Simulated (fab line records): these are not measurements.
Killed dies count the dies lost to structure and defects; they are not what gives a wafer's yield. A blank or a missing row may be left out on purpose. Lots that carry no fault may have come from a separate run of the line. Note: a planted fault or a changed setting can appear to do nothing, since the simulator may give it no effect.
fab line records	flow sky130
record: lots: 7	wafers: 21	last_day: 50
route steps=708 shown LOCAL_INTERCONNECT@405 CONTACT@406
lots that met no fault: from a run of the same line without faults
start_h: hours from the record's first day to the start of the lot's first wafer shown	wait_h: how many hours have passed since the lot's step before this one	" as in the row above	L1.1+2: a row that stands for several wafers	- no value, or no start given	* or withheld: withheld	< > ~ a bound
route shown NAME@n: NAME is a module with steps in the file, n the number in the route of the first one	usual: mean/standard deviation of fault-free wafers	same: alike in all rows	chamber/n: place in a boat	sites: each site's reading	_std_site: standard deviation across them	_edge_site: the outer-site mean with the inner-site mean subtracted	radius_mm: how far each site lies from the wafer's centre	mask NAME#n: copy n	behind: tool/chamber where the wafer was last shaped	hold: cause of the lot's hold/its duration in hours/its outcome	device: transistor that didn't switch, given as n, p or np	end of line: the tests these same wafers got at the end of their route	step lacking rows: just its recipe	killed: not the wafer's yield, but the dies lost to structure and defects at the first sort	map: dies across one wafer; x = killed, . = not, _ = none there
set.NAME: setting as actually run; set.NAME@STEP: the setting as run at that earlier step	model.NAME: the simulator's own value behind a step, which no gauge read
lots at selected steps of the route; one table per step, one row per wafer
services: the hour from which a tool's chamber was out of use, counted from the record's first day as start_h (under 0 if before that day), plus the number of hours and why
== steps ==
step: SKY_LOCAL_INTERCONNECT_CLEAN_18
recipe: chemistry: O3/DIW	dry: n2_spin
step: SKY_CONTACT_CVD_00
recipe: material: Si3N4	target_thk_nm: 75	temp_c: 400	time_s: withheld	rf_w: 450
usual: heater_power_w: 752/79
lot.wafer	tool	chamber	start_h	wait_h	heater_power_w
L459.2	pecvd-02	0	708.16	0.0	660
L459.5	"	1	"	"	808
L459.6	"	0	"	"	671
L460.1	pecvd-02	2	726.56	0.0	680
L460.3	"	0	"	"	705
L460.4	"	1	"	"	799
L464.3	pecvd-04	2	759.43	0.0	803
L464.4	"	0	"	"	856
L464.6	"	1	"	"	706
L476.3	pecvd-03	2	838.38	0.0	700
L476.5	"	0	"	"	601
L476.6	"	1	"	"	900
L478.1	pecvd-02	2	861.91	0.0	673
L478.2	"	1	"	"	821
L478.4	"	1	"	"	846
L479.2	pecvd-02	2	874.71	0.0	600
L479.4	"	0	"	"	719
L479.5	"	1	"	"	906
L480.3	pecvd-04	1	883.51	0.0	757
L480.5	"	0	"	"	855
L480.6	"	1	"	"	776
step: SKY_CONTACT_THK_MEAS_01
recipe: reads: Si3N4_of_CONTACT_CVD_00
usual: CONTACT_CVD_00_THK: 75.3/0.96
lot.wafer	tool	chamber	start_h	wait_h	CONTACT_CVD_00_THK[nm]
L459.2	film_metro-02	-	708.20	-	75.0
L459.5	"	-	"	"	75.8
L459.6	"	-	"	"	76.9
L460.1	film_metro-03	-	726.60	-	75.9
L460.3	"	-	"	"	75.1
L460.4	"	-	"	"	74.9
L464.3	film_metro-02	-	759.48	-	74.9
L464.4	"	-	"	"	76.2
L464.6	"	-	"	"	75.5
L476.3	film_metro-02	-	838.44	-	74.2
L476.5	"	-	"	"	76.5
L476.6	"	-	"	"	76.7
L478.1	film_metro-02	-	861.95	-	75.2
L478.2	"	-	"	"	74.7
L478.4	"	-	"	"	75.1
L479.2	film_metro-04	-	874.76	-	73.7
L479.4	"	-	"	"	75.3
L479.5	"	-	"	"	75.3
L480.3	film_metro-02	-	883.56	-	75.2
L480.5	"	-	"	"	76.1
L480.6	"	-	"	"	75.3
step: SKY_CONTACT_HDPCVD_02
recipe: material: SiO2	target_thk_nm: 565	sigma_open_frac: 0.3	time_s: 94.2	temp_c: 600	sih4_flow_sccm: 60	pressure_mtorr: 6
step: SKY_CONTACT_THK_MEAS_03
recipe: reads: SiO2_of_CONTACT_HDPCVD_02
usual: CONTACT_HDPCVD_THK: 565/6.4
lot.wafer	tool	chamber	start_h	wait_h	CONTACT_HDPCVD_THK[nm]
L459.2	film_metro-03	-	708.33	0.0	572
L459.5	"	-	"	"	582
L459.6	"	-	"	"	572
L460.1	film_metro-02	-	726.73	0.0	575
L460.3	"	-	"	"	569
L460.4	"	-	"	"	573
L464.3	film_metro-02	-	759.61	0.1	559
L464.4	"	-	"	"	561
L464.6	"	-	"	"	562
L476.3	film_metro-04	-	838.57	0.1	555
L476.5	"	-	"	"	563
L476.6	"	-	"	"	569
L478.1	film_metro-03	-	862.08	0.0	573
L478.2	"	-	"	"	565
L478.4	"	-	"	"	554
L479.2	film_metro-02	-	874.89	0.0	576
L479.4	"	-	"	"	557
L479.5	"	-	"	"	569
L480.3	film_metro-04	-	883.69	0.1	570
L480.5	"	-	"	"	565
L480.6	"	-	"	"	560
step: SKY_CONTACT_CMP_04
recipe: material: SiO2	down_force_psi: 4	platen_rpm: 60	pad_velocity_m_s: 0.94248
usual: motor_current_A: 11.6/0.93	time_to_endpoint_s: 82/4.1
lot.wafer	tool	chamber	start_h	wait_h	motor_current_A	time_to_endpoint_s
L459.2	cmp-02	3	708.38	0.0	13.6	82
L459.6	"	3	"	"	13.5	81
L459.5	"	0	"	"	11.9	88
L460.1	cmp-01	1	726.79	0.1	11.6	85
L460.4	"	2	"	"	12.5	80
L460.3	"	3	"	"	10.9	85
L464.4	cmp-01	1	759.65	0.0	11.7	89
L464.3	"	3	"	"	11.6	85
L464.6	"	1	"	"	11.5	87
L476.3	cmp-01	2	838.71	0.1	12.3	78
L476.5	"	0	"	"	11.0	83
L476.6	"	1	"	"	11.2	89
L478.1	cmp-01	1	862.14	0.1	12.1	87
L478.4	"	3	"	"	11.3	84
L478.2	"	0	"	"	11.3	83
L479.4	cmp-02	0	875.04	0.1	11.8	74
L479.2	"	1	"	"	9.9	84
L479.5	"	2	"	"	11.1	73
L480.3	cmp-01	0	883.88	0.2	11.4	83
L480.6	"	1	"	"	12.0	88
L480.5	"	2	"	"	11.9	83
step: SKY_CONTACT_BOW_MEAS_05
recipe: mode: bow
usual: CONTACT_BOW: 80/6.9
lot.wafer	tool	chamber	start_h	wait_h	CONTACT_BOW[um]
L459.2	film_metro-02	-	708.70	0.3	76
L459.5	"	-	"	"	82
L459.6	"	-	"	"	92
L460.1	film_metro-04	-	727.09	0.2	68
L460.3	"	-	"	"	80
L460.4	"	-	"	"	79
L464.3	film_metro-04	-	759.99	0.2	77
L464.4	"	-	"	"	71
L464.6	"	-	"	"	73
L476.3	film_metro-03	-	838.95	0.2	83
L476.5	"	-	"	"	76
L476.6	"	-	"	"	72
L478.1	film_metro-04	-	862.44	0.2	66
L478.2	"	-	"	"	78
L478.4	"	-	"	"	71
L479.2	film_metro-03	-	875.26	0.1	65
L479.4	"	-	"	"	72
L479.5	"	-	"	"	65
L480.3	film_metro-03	-	884.07	0.1	81
L480.5	"	-	"	"	81
L480.6	"	-	"	"	86
step: SKY_CONTACT_DEHYDRATE_06
recipe: temp_c: 200	time_s: 60
step: SKY_CONTACT_HMDS_07
recipe: prime_time_s: 60	prime_temp_c: 120
step: SKY_CONTACT_COAT_08
recipe: resist: BARC	temp_c: withheld	time_s: withheld	spin_rpm: 3000	resist_thk_nm: 60
step: SKY_CONTACT_COAT_09
recipe: resist: KrF-thick	spin_rpm: 3000	resist_thk_nm: 450
step: SKY_CONTACT_SOFTBAKE_10
recipe: temp_c: 100	time_s: 90	resist: KrF-thick
step: SKY_CONTACT_EXPOSE_11
recipe: mask_id: CTM1	na: 0.8	source_shape: annular	sigma_inner: 0.55	sigma_outer: 0.85	target_cd_nm: 170	dose_mj: 38
lot.wafer	tool	chamber	start_h	wait_h	mask	model.CONTACT.overlay_x_nm
L459.2+5+6	krf_scanner-02	0	722.99	-	CTM1#0	-3.919
L460.1+3+4	krf_scanner-01	0	740.69	-	CTM1#0	2.241
L464.3+4+6	krf_scanner-02	0	773.78	-	CTM1#0	3.124
L476.3+5+6	krf_scanner-01	0	852.66	-	CTM1#0	48.31
L478.1+2+4	krf_scanner-01	0	875.56	-	CTM1#0	49.97
L479.2+4+5	krf_scanner-01	0	888.54	-	CTM1#0	51.7
L480.3+5+6	krf_scanner-02	0	896.58	-	CTM1#0	-3.515
step: SKY_CONTACT_PEB_12
recipe: peb_temp_c: withheld	peb_time_s: withheld	resist: KrF-thick
step: SKY_CONTACT_DEVELOP_13
recipe: develop_time_s: 60	resist: KrF-thick	dev_temp_c: 21
step: SKY_CONTACT_CD_MEAS_14
recipe: target_cd_nm: 170
usual: cd_nm: 170.0/1.3
lot.wafer	tool	chamber	start_h	wait_h	cd_nm
L459.2	cd_sem-02	-	736.66	-	168.6
L459.5	"	-	"	"	169.7
L459.6	"	-	"	"	169.1
L460.1	cd_sem-02	-	754.42	-	169.5
L460.3	"	-	"	"	170.0
L460.4	"	-	"	"	168.5
L464.3	cd_sem-01	-	787.81	-	170.6
L464.4	"	-	"	"	170.8
L464.6	"	-	"	"	172.0
L476.3	cd_sem-02	-	865.21	-	171.9
L476.5	"	-	"	"	171.0
L476.6	"	-	"	"	170.4
L478.1	cd_sem-02	-	888.40	-	170.6
L478.2	"	-	"	"	169.7
L478.4	"	-	"	"	170.1
L479.2	cd_sem-02	-	900.59	-	172.2
L479.4	"	-	"	"	172.2
L479.5	"	-	"	"	172.8
L480.3	cd_sem-02	-	909.09	-	168.4
L480.5	"	-	"	"	169.2
L480.6	"	-	"	"	169.2
step: SKY_CONTACT_OVL_MEAS_15
usual: CONTACT_OVL: -5/5.1
lot.wafer	tool	chamber	start_h	wait_h	CONTACT_OVL[nm]
L459.2	overlay-01	-	736.77	0.1	-6
L459.5	"	-	"	"	-10
L459.6	"	-	"	"	0
L460.1	overlay-02	-	754.54	0.1	-5
L460.3	"	-	"	"	-1
L460.4	"	-	"	"	-4
L464.3	overlay-01	-	787.90	0.1	-2
L464.4	"	-	"	"	-5
L464.6	"	-	"	"	-6
L476.3	overlay-02	-	865.30	0.1	48
L476.5	"	-	"	"	42
L476.6	"	-	"	"	42
L478.1	overlay-02	-	888.52	0.1	41
L478.2	"	-	"	"	36
L478.4	"	-	"	"	46
L479.2	overlay-01	-	900.69	0.1	38
L479.4	"	-	"	"	40
L479.5	"	-	"	"	44
L480.3	overlay-02	-	909.18	0.1	-7
L480.5	"	-	"	"	-14
L480.6	"	-	"	"	-6
step: SKY_CONTACT_ETCH_16
recipe: chemistry: N2/H2	target: BARC	ion_energy_ev: 200	source_w: 500	bias_w: 100	pressure_mtorr: 30	n2_flow_sccm: 100	h2_flow_sccm: 200	stop_on: SiO2	time_s: 45.9	target_depth_a: 600
usual: bias_w: 100.00/0.3	drypump_motor_current_A: 5.9/0.62	oes_product_au: 0.854/0.0048	throttle_valve_pct: 13.224/0.0088
lot.wafer	tool	chamber	start_h	wait_h	bias_w	drypump_motor_current_A	oes_product_au	rf_hours_counter_h	throttle_valve_pct
L459.2	rie_diel-04	3	736.80	0.0	99.85	5.1	0.857	10	13.227
L459.5	"	3	"	"	100.24	5.1	0.852	-	13.216
L459.6	"	0	"	"	99.32	5.8	0.854	-	13.220
L460.1	rie_diel-01	1	754.57	0.0	100.03	5.8	0.849	24	13.219
L460.3	"	2	"	"	100.29	5.3	0.856	11	13.237
L460.4	"	3	"	"	100.08	5.7	0.852	7	13.225
L464.3	rie_diel-03	2	787.92	0.0	100.03	5.3	0.851	12	13.234
L464.4	"	1	"	"	100.13	5.2	0.851	10	13.224
L464.6	"	1	"	"	100.35	5.2	0.852	-	13.220
L476.3	rie_diel-04	0	865.32	0.0	100.10	5.8	0.851	8	13.215
L476.5	"	2	"	"	100.57	6.8	0.853	-	13.237
L476.6	"	1	"	"	99.87	6.8	0.851	-	13.215
L478.1	rie_diel-01	1	888.55	0.0	100.19	5.8	0.852	28	13.215
L478.2	"	0	"	"	100.35	6.6	0.850	8	13.205
L478.4	"	2	"	"	99.98	5.3	0.853	15	13.231
L479.2	rie_diel-03	1	900.72	0.0	100.61	5.2	0.857	15	13.223
L479.4	"	0	"	"	99.47	6.0	0.865	10	13.237
L479.5	"	0	"	"	99.83	5.9	0.863	-	13.226
L480.3	rie_diel-01	0	909.20	0.0	100.02	6.6	0.854	9	13.228
L480.5	"	0	"	"	100.03	6.6	0.858	-	13.208
L480.6	"	3	"	"	100.19	5.7	0.846	-	13.229
== services ==
tool	chamber	start_h	hours	kind
krf_scanner-02	-	690.19	1.0	pm
krf_scanner-01	-	701.84	0.8	pm
rie_diel-01	-	702.72	2.8	pm
rie_diel-03	-	710.29	2.8	pm
rie_diel-04	0	713.98	2.6	repair
rie_diel-01	1	716.89	1.6	repair
rie_diel-03	1	717.09	2.8	repair
krf_scanner-02	-	721.93	1.0	repair
krf_scanner-02	-	741.89	1.3	pm
pecvd-04	-	742.88	0.5	repair
pecvd-02	2	751.56	4.1	repair
krf_scanner-02	-	753.81	0.8	pm
krf_scanner-02	-	778.68	3.6	pm
krf_scanner-01	-	791.21	31.6	repair
krf_scanner-02	-	811.10	3.4	repair
krf_scanner-01	-	817.28	0.5	repair
krf_scanner-01	-	822.77	1.0	pm
krf_scanner-01	-	823.77	1.3	pm
krf_scanner-02	-	840.37	15.5	repair
krf_scanner-02	-	859.19	1.0	pm
cmp-01	-	867.64	3.6	pm
cmp-01	-	871.36	1.3	repair
krf_scanner-02	-	902.55	0.9	repair
rie_diel-01	1	906.03	2.3	repair
== key ==
first_sign: step: SKY_CONTACT_OVL_MEAS_15	reading: CONTACT_OVL	direction: up	sigmas: 9.3	usual: -5	struck: 42
effect none on later readings
model_effect: step: SKY_CONTACT_EXPOSE_11	value: CONTACT.overlay_x_nm	without: 2.636	struck: 49.99
met_at SKY_CONTACT_EXPOSE_11
struck_wafers L476.3,L476.5,L476.6,L478.1,L478.2,L478.4,L479.2,L479.4,L479.5
sort_left_out L479.2,L479.4,L479.5
tester_left_out L476,L478,L479
onset_between 740.69 852.66
fault: kind: scanner_matching_overlay	tool: krf_scanner-01	chamber: -	onset_h: 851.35	steps: SKY_CONTACT_EXPOSE_11	offset: 47.356
tester_left_out: of these lots the tester's yield and bins aren't shown, on N5 and GAA mostly nor the transistor test; their killed dies are dies lost to structure and defects alone, not to doping, threshold or leakage, so they don't give the yield
sort_left_out: the simulated sort isn't trusted on such a fault, so these wafers' sort isn't shown, and their yield isn't known
